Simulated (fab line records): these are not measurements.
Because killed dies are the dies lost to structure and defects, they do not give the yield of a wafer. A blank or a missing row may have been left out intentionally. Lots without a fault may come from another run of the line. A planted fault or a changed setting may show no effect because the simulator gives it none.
fab line records :: flow sky130 :: part 2 of 2: steps 44 to 44 of 44
[record]
  lots = 6
  wafers = 18
  last-day = 50
route steps=708 shown VIA2@527 METAL3@532 CAPM@537 PAD_OPEN@708
lots with no fault: from the same line, run without faults
start-h: hours from the record's first day to the start of the lot's first wafer shown :: wait-h: time in hours since the lot's previous step :: " identical to the entry in the row above :: L1.1+2: a row that stands for several wafers :: - no value present, or no start provided :: * or withheld: withheld :: < > ~ a bound
route shown NAME@n: a module of which the file shows steps, and the number in the route of the first :: usual: average and standard deviation across the fault-free wafers :: same: alike in all rows :: chamber/n: place in a boat :: sites: the reading at each site :: _std_site: standard deviation across them :: _edge_site: mean of outer sites minus mean of inner sites :: radius-mm: for every site, how far away it sits from the centre of the wafer :: mask NAME#n: copy n :: behind: the last tool/chamber to shape the wafer :: hold: what put the lot on hold/how long, in hours/how the hold closed :: device: which transistor (n, p or np) failed to switch :: end of line: the tests these same wafers got at the end of their route :: where a step has no rows: the recipe by itself :: killed: count of dies lost to structure and defects at first sort (not the wafer's yield) :: map: shows each die of a wafer: x if killed, . if not, _ if none is there
set.NAME: the setting as run; set.NAME@STEP: as run at that earlier step :: model.NAME: the simulator's own value behind a step, which no gauge read
lots at some steps of the route; a table a step, a row a wafer
services: the hour from which a tool's chamber was out of use, counted from the record's first day as start-h (under 0 if before that day), plus the number of hours and why
[[steps]]
[step SKY_PAD_OPEN_PROBE_99]
[usual]
  defect-limited-yield = 82.4/2
  killed_at_M0_to_M3 = 43/6.6
  killed_at_M4_up = 3.0/1.7
  killed-at-contacts = 24/5.4
  killed-at-front-end = 16/4.6
  killed-at-other = 0.3/0.53
  killed-dies = 87/9.7
  killed-open = 47/7.3
  killed-short = 39/6.5
[same]
  gross-dies = 492
  killed-at-back-side = 0
lot.wafer: L560.2
tool: prober-01
chamber: -
start-h: 1089.48
wait-h: 0.1
defect-limited-yield[%]: 80.7
killed_at_M0_to_M3: 41
killed_at_M4_up: 2
killed-at-contacts: 30
killed-at-front-end: 22
killed-at-other: 0
killed-dies: 95
killed-open: 59
killed-short: 35
model.etest.tester.sort-n-pass: 397
model.etest.met3.line-ohm-um: 0.1412
model.etest.via3-chain.rc-ohm: 9.567
model.etest.tester.sort-yield-pct: 80.69
model.etest.tester.sort_bin_4_pct: 0
model.etest.met3.rs-ohm-sq: 0.04356
model.etest.met3.rs-ohm-sq-rim-less-centre: -0.0005978
model.etest.cap-mim.plate-ohm-sq: 5.998

lot.wafer: L560.3
tool: prober-01
chamber: -
start-h: 1089.53
wait-h: 0.2
defect-limited-yield[%]: 81.7
killed_at_M0_to_M3: 45
killed_at_M4_up: 3
killed-at-contacts: 28
killed-at-front-end: 13
killed-at-other: 1
killed-dies: 90
killed-open: 53
killed-short: 37
model.etest.tester.sort-n-pass: 402
model.etest.met3.line-ohm-um: 0.141
model.etest.via3-chain.rc-ohm: 9.725
model.etest.tester.sort-yield-pct: 81.71
model.etest.tester.sort_bin_4_pct: 0
model.etest.met3.rs-ohm-sq: 0.04296
model.etest.met3.rs-ohm-sq-rim-less-centre: 0.0004896
model.etest.cap-mim.plate-ohm-sq: 6.045

lot.wafer: L560.6
tool: prober-01
chamber: -
start-h: 1089.68
wait-h: 0.2
defect-limited-yield[%]: 84.6
killed_at_M0_to_M3: 36
killed_at_M4_up: 1
killed-at-contacts: 23
killed-at-front-end: 15
killed-at-other: 1
killed-dies: 76
killed-open: 38
killed-short: 37
model.etest.tester.sort-n-pass: 416
model.etest.met3.line-ohm-um: 0.1381
model.etest.via3-chain.rc-ohm: 9.628
model.etest.tester.sort-yield-pct: 84.55
model.etest.tester.sort_bin_4_pct: 0
model.etest.met3.rs-ohm-sq: 0.04221
model.etest.met3.rs-ohm-sq-rim-less-centre: 0.0008001
model.etest.cap-mim.plate-ohm-sq: 6.139

lot.wafer: L563.1
tool: prober-02
chamber: -
start-h: 1114.20
wait-h: 0.1
defect-limited-yield[%]: 82.1
killed_at_M0_to_M3: 43
killed_at_M4_up: 2
killed-at-contacts: 26
killed-at-front-end: 17
killed-at-other: 0
killed-dies: 88
killed-open: 46
killed-short: 42
model.etest.tester.sort-n-pass: 404
model.etest.met3.line-ohm-um: 0.1448
model.etest.via3-chain.rc-ohm: 9.341
model.etest.tester.sort-yield-pct: 82.11
model.etest.tester.sort_bin_4_pct: 0
model.etest.met3.rs-ohm-sq: 0.04258
model.etest.met3.rs-ohm-sq-rim-less-centre: 3.478e-05
model.etest.cap-mim.plate-ohm-sq: 5.952

lot.wafer: L563.3
tool: prober-02
chamber: -
start-h: 1114.30
wait-h: 0.2
defect-limited-yield[%]: 80.5
killed_at_M0_to_M3: 41
killed_at_M4_up: 6
killed-at-contacts: 29
killed-at-front-end: 20
killed-at-other: 0
killed-dies: 96
killed-open: 63
killed-short: 33
model.etest.tester.sort-n-pass: 0
model.etest.met3.line-ohm-um: 185.2
model.etest.via3-chain.rc-ohm: 145.5
model.etest.tester.sort-yield-pct: 0
model.etest.tester.sort_bin_4_pct: 78.86
model.etest.met3.rs-ohm-sq: 54.4
model.etest.met3.rs-ohm-sq-rim-less-centre: -8.001
model.etest.cap-mim.plate-ohm-sq: 4.806

lot.wafer: L563.5
tool: prober-02
chamber: -
start-h: 1114.40
wait-h: 0.2
defect-limited-yield[%]: 83.5
killed_at_M0_to_M3: 31
killed_at_M4_up: 3
killed-at-contacts: 33
killed-at-front-end: 14
killed-at-other: 0
killed-dies: 81
killed-open: 45
killed-short: 36
model.etest.tester.sort-n-pass: 411
model.etest.met3.line-ohm-um: 0.1439
model.etest.via3-chain.rc-ohm: 9.403
model.etest.tester.sort-yield-pct: 83.54
model.etest.tester.sort_bin_4_pct: 0
model.etest.met3.rs-ohm-sq: 0.0426
model.etest.met3.rs-ohm-sq-rim-less-centre: 0.0007171
model.etest.cap-mim.plate-ohm-sq: 5.936

lot.wafer: L566.1
tool: prober-02
chamber: -
start-h: 1131.41
wait-h: 0.1
defect-limited-yield[%]: 85.2
killed_at_M0_to_M3: 34
killed_at_M4_up: 5
killed-at-contacts: 23
killed-at-front-end: 11
killed-at-other: 0
killed-dies: 73
killed-open: 35
killed-short: 38
model.etest.tester.sort-n-pass: 419
model.etest.met3.line-ohm-um: 0.143
model.etest.via3-chain.rc-ohm: 9.363
model.etest.tester.sort-yield-pct: 85.16
model.etest.tester.sort_bin_4_pct: 0
model.etest.met3.rs-ohm-sq: 0.04267
model.etest.met3.rs-ohm-sq-rim-less-centre: -0.00062
model.etest.cap-mim.plate-ohm-sq: 6.033

lot.wafer: L566.2
tool: prober-02
chamber: -
start-h: 1131.46
wait-h: 0.1
defect-limited-yield[%]: 79.7
killed_at_M0_to_M3: 54
killed_at_M4_up: 4
killed-at-contacts: 20
killed-at-front-end: 22
killed-at-other: 0
killed-dies: 100
killed-open: 53
killed-short: 47
model.etest.tester.sort-n-pass: 392
model.etest.met3.line-ohm-um: 0.145
model.etest.via3-chain.rc-ohm: 9.361
model.etest.tester.sort-yield-pct: 79.67
model.etest.tester.sort_bin_4_pct: 0
model.etest.met3.rs-ohm-sq: 0.04296
model.etest.met3.rs-ohm-sq-rim-less-centre: 0.0005103
model.etest.cap-mim.plate-ohm-sq: 5.967

lot.wafer: L566.5
tool: prober-02
chamber: -
start-h: 1131.61
wait-h: 0.2
defect-limited-yield[%]: 81.9
killed_at_M0_to_M3: 45
killed_at_M4_up: 1
killed-at-contacts: 23
killed-at-front-end: 20
killed-at-other: 0
killed-dies: 89
killed-open: 56
killed-short: 33
model.etest.tester.sort-n-pass: 0
model.etest.met3.line-ohm-um: 197.4
model.etest.via3-chain.rc-ohm: 159.4
model.etest.tester.sort-yield-pct: 0
model.etest.tester.sort_bin_4_pct: 81.55
model.etest.met3.rs-ohm-sq: 58.79
model.etest.met3.rs-ohm-sq-rim-less-centre: 2.383
model.etest.cap-mim.plate-ohm-sq: 4.802

lot.wafer: L577.2
tool: prober-01
chamber: -
start-h: 1182.73
wait-h: 0.1
defect-limited-yield[%]: 81.5
killed_at_M0_to_M3: 35
killed_at_M4_up: 3
killed-at-contacts: 33
killed-at-front-end: 20
killed-at-other: 0
killed-dies: 91
killed-open: 53
killed-short: 38
model.etest.tester.sort-n-pass: 401
model.etest.met3.line-ohm-um: 0.1491
model.etest.via3-chain.rc-ohm: 9.076
model.etest.tester.sort-yield-pct: 81.5
model.etest.tester.sort_bin_4_pct: 0
model.etest.met3.rs-ohm-sq: 0.04262
model.etest.met3.rs-ohm-sq-rim-less-centre: -5.343e-05
model.etest.cap-mim.plate-ohm-sq: 5.984

lot.wafer: L577.4
tool: prober-01
chamber: -
start-h: 1182.83
wait-h: 0.2
defect-limited-yield[%]: 80.9
killed_at_M0_to_M3: 43
killed_at_M4_up: 3
killed-at-contacts: 26
killed-at-front-end: 22
killed-at-other: 0
killed-dies: 94
killed-open: 63
killed-short: 31
model.etest.tester.sort-n-pass: 398
model.etest.met3.line-ohm-um: 0.1399
model.etest.via3-chain.rc-ohm: 9.282
model.etest.tester.sort-yield-pct: 80.89
model.etest.tester.sort_bin_4_pct: 0
model.etest.met3.rs-ohm-sq: 0.0433
model.etest.met3.rs-ohm-sq-rim-less-centre: 0.0003767
model.etest.cap-mim.plate-ohm-sq: 5.901

lot.wafer: L577.5
tool: prober-01
chamber: -
start-h: 1182.88
wait-h: 0.2
defect-limited-yield[%]: 81.1
killed_at_M0_to_M3: 43
killed_at_M4_up: 4
killed-at-contacts: 31
killed-at-front-end: 15
killed-at-other: 0
killed-dies: 93
killed-open: 49
killed-short: 44
model.etest.tester.sort-n-pass: 399
model.etest.met3.line-ohm-um: 0.1459
model.etest.via3-chain.rc-ohm: 9.077
model.etest.tester.sort-yield-pct: 81.1
model.etest.tester.sort_bin_4_pct: 0
model.etest.met3.rs-ohm-sq: 0.04251
model.etest.met3.rs-ohm-sq-rim-less-centre: -0.0004082
model.etest.cap-mim.plate-ohm-sq: 5.94

lot.wafer: L578.1
tool: prober-02
chamber: -
start-h: 1183.56
wait-h: 0.1
defect-limited-yield[%]: 83.5
killed_at_M0_to_M3: 44
killed_at_M4_up: 3
killed-at-contacts: 19
killed-at-front-end: 15
killed-at-other: 0
killed-dies: 81
killed-open: 46
killed-short: 35
model.etest.tester.sort-n-pass: 411
model.etest.met3.line-ohm-um: 0.1499
model.etest.via3-chain.rc-ohm: 9.133
model.etest.tester.sort-yield-pct: 83.54
model.etest.tester.sort_bin_4_pct: 0
model.etest.met3.rs-ohm-sq: 0.04311
model.etest.met3.rs-ohm-sq-rim-less-centre: 0.0002825
model.etest.cap-mim.plate-ohm-sq: 6.007

lot.wafer: L578.4
tool: prober-02
chamber: -
start-h: 1183.71
wait-h: 0.2
defect-limited-yield[%]: 79.5
killed_at_M0_to_M3: 52
killed_at_M4_up: 3
killed-at-contacts: 26
killed-at-front-end: 20
killed-at-other: 0
killed-dies: 101
killed-open: 58
killed-short: 40
model.etest.tester.sort-n-pass: 391
model.etest.met3.line-ohm-um: 0.1455
model.etest.via3-chain.rc-ohm: 9.162
model.etest.tester.sort-yield-pct: 79.47
model.etest.tester.sort_bin_4_pct: 0
model.etest.met3.rs-ohm-sq: 0.043
model.etest.met3.rs-ohm-sq-rim-less-centre: 0.0005134
model.etest.cap-mim.plate-ohm-sq: 5.998

lot.wafer: L578.5
tool: prober-02
chamber: -
start-h: 1183.76
wait-h: 0.2
defect-limited-yield[%]: 83.7
killed_at_M0_to_M3: 43
killed_at_M4_up: 2
killed-at-contacts: 11
killed-at-front-end: 24
killed-at-other: 0
killed-dies: 80
killed-open: 50
killed-short: 30
model.etest.tester.sort-n-pass: 412
model.etest.met3.line-ohm-um: 0.1477
model.etest.via3-chain.rc-ohm: 9.077
model.etest.tester.sort-yield-pct: 83.74
model.etest.tester.sort_bin_4_pct: 0
model.etest.met3.rs-ohm-sq: 0.04281
model.etest.met3.rs-ohm-sq-rim-less-centre: -0.0002055
model.etest.cap-mim.plate-ohm-sq: 6.017

lot.wafer: L581.1
tool: prober-01
chamber: -
start-h: 1199.96
wait-h: 0.1
defect-limited-yield[%]: 80.7
killed_at_M0_to_M3: 45
killed_at_M4_up: 4
killed-at-contacts: 30
killed-at-front-end: 15
killed-at-other: 1
killed-dies: 95
killed-open: 46
killed-short: 47
model.etest.tester.sort-n-pass: 397
model.etest.met3.line-ohm-um: 0.1465
model.etest.via3-chain.rc-ohm: 9.606
model.etest.tester.sort-yield-pct: 80.69
model.etest.tester.sort_bin_4_pct: 0
model.etest.met3.rs-ohm-sq: 0.04402
model.etest.met3.rs-ohm-sq-rim-less-centre: -0.0006289
model.etest.cap-mim.plate-ohm-sq: 6.072

lot.wafer: L581.4
tool: prober-01
chamber: -
start-h: 1200.11
wait-h: 0.2
defect-limited-yield[%]: 82.1
killed_at_M0_to_M3: 47
killed_at_M4_up: 1
killed-at-contacts: 25
killed-at-front-end: 14
killed-at-other: 1
killed-dies: 88
killed-open: 52
killed-short: 35
model.etest.tester.sort-n-pass: 404
model.etest.met3.line-ohm-um: 0.1462
model.etest.via3-chain.rc-ohm: 9.447
model.etest.tester.sort-yield-pct: 82.11
model.etest.tester.sort_bin_4_pct: 0
model.etest.met3.rs-ohm-sq: 0.04273
model.etest.met3.rs-ohm-sq-rim-less-centre: -0.0008353
model.etest.cap-mim.plate-ohm-sq: 5.966

lot.wafer: L581.6
tool: prober-01
chamber: -
start-h: 1200.21
wait-h: 0.2
defect-limited-yield[%]: 79.9
killed_at_M0_to_M3: 45
killed_at_M4_up: 3
killed-at-contacts: 34
killed-at-front-end: 17
killed-at-other: 0
killed-dies: 99
killed-open: 62
killed-short: 37
model.etest.tester.sort-n-pass: 369
model.etest.met3.line-ohm-um: 0.1472
model.etest.via3-chain.rc-ohm: 9.97
model.etest.tester.sort-yield-pct: 75
model.etest.tester.sort_bin_4_pct: 0
model.etest.met3.rs-ohm-sq: 0.04356
model.etest.met3.rs-ohm-sq-rim-less-centre: -0.0001548
model.etest.cap-mim.plate-ohm-sq: 5.968
// killed by level:class
L560.2 LI_CONTACT:geometric-particle:open=10 CONTACT:geometric-particle:open=10 FIELD_ISO:geometric-particle:open=9 VIA1:geometric-particle:short=8 VIA2:geometric-particle:open=8 VIA1:geometric-particle:open=7 VIA3:geometric-particle:open=6 SPACER:geometric-particle:open=5
L560.3 LI_CONTACT:geometric-particle:open=10 VIA1:geometric-particle:open=10 CONTACT:geometric-particle:open=10 VIA2:geometric-particle:open=6 LOCAL_INTERCONNECT:geometric-particle:short=5 METAL1:geometric-particle:short=5 VIA1:geometric-particle:short=5 POLY_GATE:geometric-particle:short=4
L560.6 CONTACT:geometric-particle:open=9 VIA3:geometric-particle:open=8 FIELD_ISO:geometric-particle:short=6 VIA2:geometric-particle:open=6 LI_CONTACT:geometric-particle:open=5 FIELD_ISO:geometric-particle:open=4 CONTACT:geometric-particle:short=4 VIA1:geometric-particle:short=4
L563.1 CONTACT:geometric-particle:open=12 VIA1:geometric-particle:open=8 CONTACT:geometric-particle:short=7 VIA3:geometric-particle:open=7 POLY_GATE:geometric-particle:short=6 VIA2:geometric-particle:open=5 LI_CONTACT:geometric-particle:open=4 METAL1:geometric-particle:short=4
L563.3 CONTACT:geometric-particle:open=13 LI_CONTACT:geometric-particle:open=12 VIA3:geometric-particle:open=9 METAL2:geometric-particle:short=9 POLY_GATE:geometric-particle:open=8 VIA2:geometric-particle:open=8 VIA1:geometric-particle:open=6 VIA3:geometric-particle:short=4
L563.5 CONTACT:geometric-particle:open=10 LI_CONTACT:geometric-particle:open=9 VIA1:geometric-particle:open=8 CONTACT:geometric-particle:short=6 POLY_GATE:geometric-particle:short=4 VIA3:geometric-particle:open=4 LOCAL_INTERCONNECT:geometric-particle:short=4 METAL1:geometric-particle:short=4
L566.1 VIA1:geometric-particle:open=11 CONTACT:geometric-particle:open=10 METAL1:geometric-particle:short=6 VIA1:geometric-particle:short=6 FIELD_ISO:geometric-particle:short=4 LI_CONTACT:geometric-particle:open=4 CONTACT:geometric-particle:short=4 METAL4:geometric-particle:short=4
L566.2 VIA1:geometric-particle:open=18 VIA1:geometric-particle:short=8 VIA3:geometric-particle:open=7 POLY_GATE:geometric-particle:open=6 METAL3:geometric-particle:short=6 POLY_GATE:geometric-particle:short=5 CONTACT:geometric-particle:short=5 CONTACT:geometric-particle:open=5
L566.5 CONTACT:geometric-particle:open=11 VIA1:geometric-particle:open=11 VIA3:geometric-particle:open=10 METAL1:geometric-particle:short=8 LOCAL_INTERCONNECT:geometric-particle:short=6 VIA2:geometric-particle:open=6 FIELD_ISO:geometric-particle:open=5 LI_CONTACT:geometric-particle:open=5
L577.2 VIA1:geometric-particle:open=12 LI_CONTACT:geometric-particle:open=11 FIELD_ISO:geometric-particle:short=8 CONTACT:geometric-particle:short=7 CONTACT:geometric-particle:open=6 VIA3:geometric-particle:open=6 FIELD_ISO:geometric-particle:open=5 POLY_GATE:geometric-particle:open=4
L577.4 CONTACT:geometric-particle:open=12 VIA1:geometric-particle:open=10 LI_CONTACT:geometric-particle:open=9 METAL1:geometric-particle:short=7 FIELD_ISO:geometric-particle:open=6 VIA1:geometric-particle:short=6 VIA2:geometric-particle:open=6 VIA3:geometric-particle:open=5
L577.5 VIA1:geometric-particle:open=16 LI_CONTACT:geometric-particle:open=9 METAL3:geometric-particle:short=7 CONTACT:geometric-particle:open=6 LOCAL_INTERCONNECT:geometric-particle:short=5 LI_CONTACT:geometric-particle:short=5 CONTACT:geometric-particle:short=5 METAL2:geometric-particle:short=5
L578.1 VIA1:geometric-particle:open=8 LI_CONTACT:geometric-particle:open=7 VIA2:geometric-particle:open=7 POLY_GATE:geometric-particle:open=5 METAL2:geometric-particle:open=5 METAL2:geometric-particle:short=5 VIA3:geometric-particle:open=5 VIA2:geometric-particle:short=5
L578.4 CONTACT:geometric-particle:open=14 VIA1:geometric-particle:open=14 METAL2:geometric-particle:short=9 METAL1:geometric-particle:short=8 POLY_GATE:geometric-particle:open=6 VIA3:geometric-particle:open=6 FIELD_ISO:geometric-particle:open=4 LI_CONTACT:geometric-particle:open=4
L578.5 VIA1:geometric-particle:open=16 POLY_GATE:geometric-particle:open=8 VIA3:geometric-particle:open=8 POLY_GATE:geometric-particle:short=7 CONTACT:geometric-particle:open=6 VIA3:geometric-particle:short=4 VIA2:geometric-particle:open=4 FIELD_ISO:geometric-particle:short=3
L581.1 CONTACT:geometric-particle:open=13 VIA1:geometric-particle:open=12 METAL2:geometric-particle:short=9 LI_CONTACT:geometric-particle:open=6 METAL1:geometric-particle:short=6 VIA1:geometric-particle:short=5 LI_CONTACT:geometric-particle:short=5 FIELD_ISO:geometric-particle:open=4
L581.4 VIA1:geometric-particle:open=10 CONTACT:geometric-particle:open=9 VIA3:geometric-particle:open=9 METAL2:geometric-particle:short=9 LI_CONTACT:geometric-particle:open=7 VIA1:geometric-particle:short=6 CONTACT:geometric-particle:short=5 METAL1:geometric-particle:short=4
L581.6 CONTACT:geometric-particle:open=16 VIA1:geometric-particle:open=11 VIA3:geometric-particle:open=10 LI_CONTACT:geometric-particle:open=8 FIELD_ISO:geometric-particle:open=6 VIA1:geometric-particle:short=5 METAL2:geometric-particle:short=5 FIELD_ISO:geometric-particle:short=4
[[services]]
tool: rie-metal-04
chamber: 0
start-h: 847.11
hours: 5.1
kind: repair

tool: pvd-sputter-01
chamber: -
start-h: 866.47
hours: 1.9
kind: repair

tool: pvd-sputter-01
chamber: -
start-h: 870.52
hours: 12.4
kind: repair

tool: pecvd-04
chamber: -
start-h: 873.94
hours: 4.3
kind: pm

tool: pecvd-04
chamber: -
start-h: 879.35
hours: 1.1
kind: repair

tool: pecvd-03
chamber: 0
start-h: 879.66
hours: 10.2
kind: repair

tool: rie-metal-01
chamber: -
start-h: 886.30
hours: 1.9
kind: repair

tool: cvd-w-02
chamber: -
start-h: 904.00
hours: 14.0
kind: pm

tool: pecvd-02
chamber: 1
start-h: 916.20
hours: 1.7
kind: repair

tool: pvd-sputter-02
chamber: -
start-h: 928.40
hours: 1.7
kind: repair

tool: pecvd-02
chamber: -
start-h: 938.20
hours: 1.3
kind: repair

tool: cvd-w-01
chamber: -
start-h: 944.07
hours: 14.6
kind: pm

tool: cvd-w-02
chamber: -
start-h: 958.67
hours: 2.8
kind: pm

tool: pecvd-02
chamber: -
start-h: 960.65
hours: 1.0
kind: repair

tool: cvd-w-02
chamber: -
start-h: 962.29
hours: 2.4
kind: repair

tool: pecvd-03
chamber: 1
start-h: 971.33
hours: 3.1
kind: repair

tool: rie-metal-04
chamber: 0
start-h: 978.79
hours: 14.7
kind: repair

tool: pvd-sputter-03
chamber: -
start-h: 985.08
hours: 0.5
kind: repair

tool: cvd-w-01
chamber: -
start-h: 1010.57
hours: 6.0
kind: pm

tool: pvd-sputter-03
chamber: -
start-h: 1020.49
hours: 6.9
kind: repair

tool: pecvd-02
chamber: 1
start-h: 1031.80
hours: 4.6
kind: repair

tool: pvd-sputter-02
chamber: -
start-h: 1040.11
hours: 1.9
kind: repair

tool: pecvd-03
chamber: 1
start-h: 1051.47
hours: 72.3
kind: repair

tool: pecvd-02
chamber: -
start-h: 1053.34
hours: 1.1
kind: repair
[[key]]
[first-sign]
  step = SKY_CAPM_RS_MEAS_03
  reading = CAPM_TIN_RS
  direction = down
  sigmas = 17
  usual = 6.87
  struck = 5.54
[effect]
  step = SKY_CAPM_THK_MEAS_04
  reading = CAPM_TIN_THK
  direction = up
  sigmas = 19
  usual = 201.5
  struck = 249.8
[effect]
  step = SKY_CAPM_METAL_ETCH_13
  reading = oes-product-au
  direction = up
  sigmas = 9.6
  usual = 0.944
  struck = 1.018
[model-effect]
  step = SKY_CAPM_SPUTTER_02
  value = TiN_of_CAPM_SPUTTER_02.thk-nm
  without = 200.1
  struck = 248.3
[model-effect]
  step = SKY_METAL3_STRIP_20
  value = TiN_of_CAPM_SPUTTER_02.thk-nm
  without = 199.3
  struck = 247.4
[model-effect]
  step = SKY_PAD_OPEN_PROBE_99
  value = etest.tester.sort-n-pass
  without = 399.5
  struck = 0
met-at SKY_CAPM_SPUTTER_02
struck-wafers L563.3,L566.5
onset-between 867.69 897.56
[fault]
  kind = process-parameter-drift
  tool = pvd-sputter-04
  chamber = -
  onset-h = 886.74
  steps = SKY_CAPM_SPUTTER_02
  channel = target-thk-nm
  offset = 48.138
  shape = step
  end-h = 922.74
  acts-in = these-recipes-only
  stated = 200
  scope = struck-wafers-only
